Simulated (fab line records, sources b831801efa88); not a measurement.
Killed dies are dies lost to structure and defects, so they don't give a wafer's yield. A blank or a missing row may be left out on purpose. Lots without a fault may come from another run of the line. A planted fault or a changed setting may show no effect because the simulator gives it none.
Chamber matching | flow gf180mcu | GF_V3_CVD_02 on pecvd-03: 3 sister chambers
The step deposits SiO2 from TEOS, target thk 850 nm, time 94.851 s. 16 wafers are shown with their chamber, then 8 later ones without.

WAFERS WITH THEIR CHAMBER
wafer  | chamber | heater_power_w (W)
L078.1 | 0       | 481
L078.2 | 1       | 718
L078.5 | 2       | 692
L086.1 | 0       | 492
L086.4 | 0       | 516
L086.5 | 0       | 420
L087.2 | 0       | 456
L087.4 | 2       | 653
L087.6 | 1       | 744
L089.1 | 0       | 526
L089.2 | 2       | 670
L089.3 | 1       | 734
L089.4 | 1       | 783
L089.5 | 2       | 691
L089.6 | 0       | 535
L093.1 | 1       | 767

SIGNATURES (means of the wafers above)
reading        | chamber 0 | chamber 1 | chamber 2 | scatter within a chamber
heater_power_w | 489.43    | 749.20    | 676.50    | 32.7
Rule: a wafer's distance from a chamber is the root of the sum, over the readings, of the square of ((its reading less the chamber's mean) divided by the reading's scatter). The wafer belongs to the nearest chamber; if the next one is less than 2 further off, it can't be placed. The scatter: the root of (the sum of the squares of (reading less its chamber's mean) over the shown wafers, divided by (wafers less chambers)).

WAFERS WITHOUT THEIR CHAMBER
wafer  | heater_power_w (W)
L093.2 | 523
L093.3 | 640
L093.4 | 418
L093.5 | 666
L093.6 | 825
L095.2 | 722
L095.3 | 648
L095.5 | 536

WHICH CHAMBER EACH WENT THROUGH
wafer  | from the rows above     | in truth
L093.2 | 0                       | 0
L093.3 | 2                       | 2
L093.4 | 0                       | 0
L093.5 | 2                       | 2
L093.6 | 1                       | 1
L095.2 | can't be placed: 1 or 2 | 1
L095.3 | 2                       | 2
L095.5 | 0                       | 0
Placed correctly: 7 of 8. Can't be placed from these rows: 1 (the true chamber is among the candidates in 1). Placed wrongly: 0.
